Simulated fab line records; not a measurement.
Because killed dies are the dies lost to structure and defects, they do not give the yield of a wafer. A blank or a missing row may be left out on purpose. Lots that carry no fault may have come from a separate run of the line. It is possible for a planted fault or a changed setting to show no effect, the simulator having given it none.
Which tool did it? :: flow gf180mcu :: Sampling: 14 lots, 42 wafers, 5 of 602 route steps

## WHAT THE GAUGES READ, wafer by wafer
GF_MVPSD_OVL_MEAS_07. Usual: for MVPSD_OVL the level is -0.2 nm and the standard deviation is 1.4.
lot: L814
measured: day 5 00:19
on: overlay-01
MVPSD_OVL (nm): 0.5 0.9 0.9
flag: 

lot: L815
measured: day 5 06:52
on: overlay-01
MVPSD_OVL (nm): -1.2 -0.3 -0.8
flag: 

lot: L816
measured: day 5 12:04
on: overlay-01
MVPSD_OVL (nm): -0.2 0.8 0.2
flag: 

lot: L817
measured: day 5 21:30
on: overlay-02
MVPSD_OVL (nm): -0.2 -0.8 -0.1
flag: 

lot: L818
measured: day 5 23:15
on: overlay-01
MVPSD_OVL (nm): -1.5 -0.6 -0.9
flag: 

lot: L819
measured: day 6 07:30
on: overlay-01
MVPSD_OVL (nm): -1.1 -2.0 -0.7
flag: 

lot: L823
measured: day 7 05:09
on: overlay-02
MVPSD_OVL (nm): -1.4 0.3 0.6
flag: 

lot: L826
measured: day 8 01:36
on: overlay-02
MVPSD_OVL (nm): -1.4 -1.3 -1.2
flag: 

lot: L827
measured: day 8 05:43
on: overlay-02
MVPSD_OVL (nm): 0.0 0.1 -2.4
flag: 

lot: L829
measured: day 8 17:58
on: overlay-01
MVPSD_OVL (nm): 1.3 1.2 -0.7
flag: 

lot: L832
measured: day 9 09:55
on: overlay-02
MVPSD_OVL (nm): 0.2 -0.1 -0.1
flag: 

lot: L834
measured: day 10 03:21
on: overlay-02
MVPSD_OVL (nm): 0.1 -1.3 -0.5
flag: 

lot: L835
measured: day 10 06:36
on: overlay-02
MVPSD_OVL (nm): 2.8 1.7 2.1
flag: 

lot: L837
measured: day 10 18:09
on: overlay-02
MVPSD_OVL (nm): -1.2 0.4 0.9
flag: 

GF_VT_IMPLANT_OVL_MEAS_07. Usual: for VT_IMPLANT_OVL the level is 0.4 nm and the standard deviation is 1.3.
lot: L814
measured: day 5 15:13
on: overlay-02
VT_IMPLANT_OVL (nm): 3.0 1.6 0.7
flag: 

lot: L815
measured: day 5 21:32
on: overlay-01
VT_IMPLANT_OVL (nm): -1.4 -0.3 -1.3
flag: 

lot: L816
measured: day 6 02:50
on: overlay-01
VT_IMPLANT_OVL (nm): 2.1 -0.6 2.3
flag: 

lot: L817
measured: day 6 12:37
on: overlay-02
VT_IMPLANT_OVL (nm): 1.2 2.9 1.4
flag: 

lot: L818
measured: day 6 14:37
on: overlay-02
VT_IMPLANT_OVL (nm): 1.5 -1.2 -1.6
flag: 

lot: L819
measured: day 6 22:50
on: overlay-02
VT_IMPLANT_OVL (nm): 2.4 -2.1 -0.4
flag: 

lot: L823
measured: day 7 21:05
on: overlay-02
VT_IMPLANT_OVL (nm): 0.2 2.1 0.0
flag: 

lot: L826
measured: day 8 18:11
on: overlay-02
VT_IMPLANT_OVL (nm): -2.4 -2.2 -1.6
flag: 

lot: L827
measured: day 8 21:33
on: overlay-02
VT_IMPLANT_OVL (nm): -0.4 -0.5 0.3
flag: 

lot: L829
measured: day 9 10:22
on: overlay-02
VT_IMPLANT_OVL (nm): 1.1 1.8 1.4
flag: 

lot: L832
measured: day 10 03:19
on: overlay-01
VT_IMPLANT_OVL (nm): 1.2 1.8 1.9
flag: 

lot: L834
measured: day 10 22:16
on: overlay-01
VT_IMPLANT_OVL (nm): -0.6 -0.2 0.7
flag: 

lot: L835
measured: day 11 00:30
on: overlay-02
VT_IMPLANT_OVL (nm): 1.8 -0.3 -0.3
flag: 

lot: L837
measured: day 11 13:05
on: overlay-01
VT_IMPLANT_OVL (nm): -0.2 -2.4 -1.8
flag: 

GF_VT_IMPLANT_TW_MEAS_32. Usual: for VT_IMPLANT_3_TW the level is 265.6 and the standard deviation is 1.2.
lot: L814
measured: day 6 21:16
on: film-metro-01
VT_IMPLANT_3_TW: 267.6 267.1 267.9
flag: 

lot: L815
measured: day 7 03:40
on: film-metro-03
VT_IMPLANT_3_TW: 265.3 264.9 265.1
flag: 

lot: L816
measured: day 7 09:58
on: film-metro-01
VT_IMPLANT_3_TW: 265.6 265.8 263.6
flag: 

lot: L817
measured: day 7 20:05
on: film-metro-01
VT_IMPLANT_3_TW: 264.1 264.6 264.7
flag: 

lot: L818
measured: day 7 22:25
on: film-metro-01
VT_IMPLANT_3_TW: 264.8 264.3 265.0
flag: 

lot: L819
measured: day 8 07:15
on: film-metro-03
VT_IMPLANT_3_TW: 263.8 265.6 265.5
flag: 

lot: L823
measured: day 9 06:35
on: film-metro-01
VT_IMPLANT_3_TW: 266.9 265.0 266.8
flag: 

lot: L826
measured: day 10 04:21
on: film-metro-03
VT_IMPLANT_3_TW: 260.5 265.6 266.7
flag: 

lot: L827
measured: day 10 08:50
on: film-metro-01
VT_IMPLANT_3_TW: 262.9 265.2 265.6
flag: 

lot: L829
measured: day 10 22:16
on: film-metro-01
VT_IMPLANT_3_TW: 265.3 258.6 265.6
flag: 

lot: L832
measured: day 11 16:21
on: film-metro-03
VT_IMPLANT_3_TW: 264.9 265.3 266.6
flag: 

lot: L834
measured: day 12 12:10
on: film-metro-03
VT_IMPLANT_3_TW: 265.5 266.1 265.4
flag: 

lot: L835
measured: day 12 14:38
on: film-metro-03
VT_IMPLANT_3_TW: 265.2 265.4 266.0
flag: 

lot: L837
measured: day 13 03:23
on: film-metro-01
VT_IMPLANT_3_TW: 263.9 264.3 264.7
flag: 

## WHAT TOOL EACH LOT RAN ON (gives the tool, then ch and the chambers of the sampled wafers, and finally the start)
lot: L814
GF_VT_IMPLANT_STRIP_09: plasma-asher-01 ch 0,1, day 5 15:24
GF_VT_IMPLANT_IMPLANT_30: implanter-01 ch 0, day 6 21:01

lot: L815
GF_VT_IMPLANT_STRIP_09: plasma-asher-02 ch 0,1, day 5 21:44
GF_VT_IMPLANT_IMPLANT_30: implanter-01 ch 0, day 7 03:27

lot: L816
GF_VT_IMPLANT_STRIP_09: plasma-asher-01 ch 0,1, day 6 03:01
GF_VT_IMPLANT_IMPLANT_30: implanter-04 ch 0, day 7 09:43

lot: L817
GF_VT_IMPLANT_STRIP_09: plasma-asher-03 ch 0,1, day 6 12:48
GF_VT_IMPLANT_IMPLANT_30: implanter-01 ch 0, day 7 19:50

lot: L818
GF_VT_IMPLANT_STRIP_09: plasma-asher-03 ch 0,1, day 6 14:48
GF_VT_IMPLANT_IMPLANT_30: implanter-04 ch 0, day 7 22:10

lot: L819
GF_VT_IMPLANT_STRIP_09: plasma-asher-01 ch 0,1, day 6 23:01
GF_VT_IMPLANT_IMPLANT_30: implanter-01 ch 0, day 8 07:01

lot: L823
GF_VT_IMPLANT_STRIP_09: plasma-asher-02 ch 0,1, day 7 21:16
GF_VT_IMPLANT_IMPLANT_30: implanter-02 ch 0, day 9 06:20

lot: L826
GF_VT_IMPLANT_STRIP_09: plasma-asher-02 ch 0,1, day 8 18:26
GF_VT_IMPLANT_IMPLANT_30: implanter-01 ch 0, day 10 04:06

lot: L827
GF_VT_IMPLANT_STRIP_09: plasma-asher-02 ch 0,1, day 8 21:45
GF_VT_IMPLANT_IMPLANT_30: implanter-04 ch 0, day 10 08:37

lot: L829
GF_VT_IMPLANT_STRIP_09: plasma-asher-01 ch 0,1, day 9 10:35
GF_VT_IMPLANT_IMPLANT_30: implanter-01 ch 0, day 10 22:03

lot: L832
GF_VT_IMPLANT_STRIP_09: plasma-asher-03 ch 0,1, day 10 03:31
GF_VT_IMPLANT_IMPLANT_30: implanter-04 ch 0, day 11 16:08

lot: L834
GF_VT_IMPLANT_STRIP_09: plasma-asher-01 ch 1, day 10 22:27
GF_VT_IMPLANT_IMPLANT_30: implanter-04 ch 0, day 12 11:55

lot: L835
GF_VT_IMPLANT_STRIP_09: plasma-asher-03 ch 0,1, day 11 00:41
GF_VT_IMPLANT_IMPLANT_30: implanter-02 ch 0, day 12 14:25

lot: L837
GF_VT_IMPLANT_STRIP_09: plasma-asher-03 ch 0,1, day 11 13:16
GF_VT_IMPLANT_IMPLANT_30: implanter-02 ch 0, day 13 03:08
- GF_VT_IMPLANT_STRIP_09: strips in O2/N2.
- GF_VT_IMPLANT_IMPLANT_30

## WHAT THE TOOLS THEMSELVES READ (means of the sampled wafers that have a number; where no wafer has one, the mark that the record gives instead)
GF_VT_IMPLANT_STRIP_09. Usual: drypump-motor-current-A 5.6 A, standard deviation 0.51; heater-power-w 312 W, standard deviation 15; oes-product-au 0.716 a.u., standard deviation 0.0043; strip-time-to-endpoint-s 12.64 s, standard deviation 0.04.
lot: L814
tool: plasma-asher-01
drypump-motor-current-A (A): 5.2
heater-power-w (W): 329
oes-product-au (a.u.): 0.712
strip-time-to-endpoint-s (s): 12.63
flag: 

lot: L815
tool: plasma-asher-02
drypump-motor-current-A (A): 6.2
heater-power-w (W): 295
oes-product-au (a.u.): 0.718
strip-time-to-endpoint-s (s): 12.65
flag: 

lot: L816
tool: plasma-asher-01
drypump-motor-current-A (A): 5.2
heater-power-w (W): 324
oes-product-au (a.u.): 0.716
strip-time-to-endpoint-s (s): 12.59
flag: 

lot: L817
tool: plasma-asher-03
drypump-motor-current-A (A): 5.3
heater-power-w (W): 312
oes-product-au (a.u.): 0.713
strip-time-to-endpoint-s (s): 12.66
flag: 

lot: L818
tool: plasma-asher-03
drypump-motor-current-A (A): 5.3
heater-power-w (W): 317
oes-product-au (a.u.): 0.711
strip-time-to-endpoint-s (s): 12.62
flag: 

lot: L819
tool: plasma-asher-01
drypump-motor-current-A (A): 5.1
heater-power-w (W): 335
oes-product-au (a.u.): 0.717
strip-time-to-endpoint-s (s): 12.62
flag: 

lot: L823
tool: plasma-asher-02
drypump-motor-current-A (A): 6.2
heater-power-w (W): 298
oes-product-au (a.u.): 0.717
strip-time-to-endpoint-s (s): 12.70
flag: 

lot: L826
tool: plasma-asher-02
drypump-motor-current-A (A): 6.2
heater-power-w (W): 298
oes-product-au (a.u.): 0.712
strip-time-to-endpoint-s (s): 12.63
flag: 

lot: L827
tool: plasma-asher-02
drypump-motor-current-A (A): 6.2
heater-power-w (W): 294
oes-product-au (a.u.): 0.717
strip-time-to-endpoint-s (s): 12.70
flag: 

lot: L829
tool: plasma-asher-01
drypump-motor-current-A (A): 5.2
heater-power-w (W): 330
oes-product-au (a.u.): 0.713
strip-time-to-endpoint-s (s): 12.59
flag: 

lot: L832
tool: plasma-asher-03
drypump-motor-current-A (A): 5.3
heater-power-w (W): 308
oes-product-au (a.u.): 0.717
strip-time-to-endpoint-s (s): 12.57
flag: 

lot: L834
tool: plasma-asher-01
drypump-motor-current-A (A): 5.3
heater-power-w (W): 317
oes-product-au (a.u.): 0.715
strip-time-to-endpoint-s (s): 12.57
flag: 

lot: L835
tool: plasma-asher-03
drypump-motor-current-A (A): 5.3
heater-power-w (W): 317
oes-product-au (a.u.): 0.718
strip-time-to-endpoint-s (s): 12.65
flag: 

lot: L837
tool: plasma-asher-03
drypump-motor-current-A (A): 5.3
heater-power-w (W): 315
oes-product-au (a.u.): 0.718
strip-time-to-endpoint-s (s): 12.64
flag: 

## THE ANSWER, worked out from the rows above alone
Rule: a lot counts as off when the mean over its wafers that have a number is more than 3 standard deviations away from the usual mean. Also off: a lot with no number at a reading for which 4 or more lots have one. All remaining lots with rows at the step are treated as sound. First the gauges in route order, then the tools' own readings, where a lot's mean is used as printed above. At the first step where some lot is off, the reading lying furthest off is the one used; lots without a number count as furthest.
No lot is off on any of the readings shown, so nothing can be concluded from this.

## WHAT WAS PUT IN BY THE SIMULATOR
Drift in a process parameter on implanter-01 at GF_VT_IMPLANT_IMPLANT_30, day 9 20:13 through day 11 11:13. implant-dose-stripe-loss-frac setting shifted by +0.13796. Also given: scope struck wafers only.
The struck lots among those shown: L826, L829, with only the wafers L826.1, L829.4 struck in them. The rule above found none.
